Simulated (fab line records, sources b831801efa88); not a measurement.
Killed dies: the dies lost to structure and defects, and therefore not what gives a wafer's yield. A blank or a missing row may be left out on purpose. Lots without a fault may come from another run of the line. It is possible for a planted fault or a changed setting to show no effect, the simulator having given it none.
Which tool was responsible? | flow gf180mcu | 11 lots, 33 wafers sampled, at 1 step of a route of 602

WHAT EACH GAUGE READ, for each wafer
GF_M4_THK_MEAS_06: measures by xrf.
lot  | measured     | on            | M4_ALCU_THK (nm)
L207 | day 22 13:26 | film-metro-04 | 466 462 455
L208 | day 22 20:58 | film-metro-02 | 459 454 455
L209 | day 23 04:23 | film-metro-03 | 456 445 452
L211 | day 24 01:57 | film-metro-03 | 449 460 454
L210 | day 24 02:46 | film-metro-02 | 451 455 455
L212 | day 24 14:12 | film-metro-03 | 451 449 451
L216 | day 25 20:37 | film-metro-04 | 452 452 451
L218 | day 26 14:30 | film-metro-04 | 449 449 450
L219 | day 26 19:53 | film-metro-03 | 448 449 454
L220 | day 27 00:21 | film-metro-03 | 449 447 451
L228 | day 29 07:55 | film-metro-03 | 452 453 450

WHAT TOOL EACH LOT RAN ON (gives the tool, then ch and the chambers of the sampled wafers, and finally the start)
The record holds no process step before these readings.

THE ANSWER, worked out from the rows above alone
Rule: the usual values come from the lots themselves. The widest of any qualifying gaps counts: lots, ordered by their means at a reading, are off when they make up no more than a third of the lots, leave a main group of 4 or more, and stand apart from it by 3 or more times the standard deviation of that group's means. If all means in a main group match to the digits the tables above print for the reading, that group is not used. Also off: a lot with no number at a reading for which 4 or more lots have one. All remaining lots with rows at the step are treated as sound.
None of the lots is off at any reading shown; this tells nothing.

WHAT WAS PUT IN BY THE SIMULATOR
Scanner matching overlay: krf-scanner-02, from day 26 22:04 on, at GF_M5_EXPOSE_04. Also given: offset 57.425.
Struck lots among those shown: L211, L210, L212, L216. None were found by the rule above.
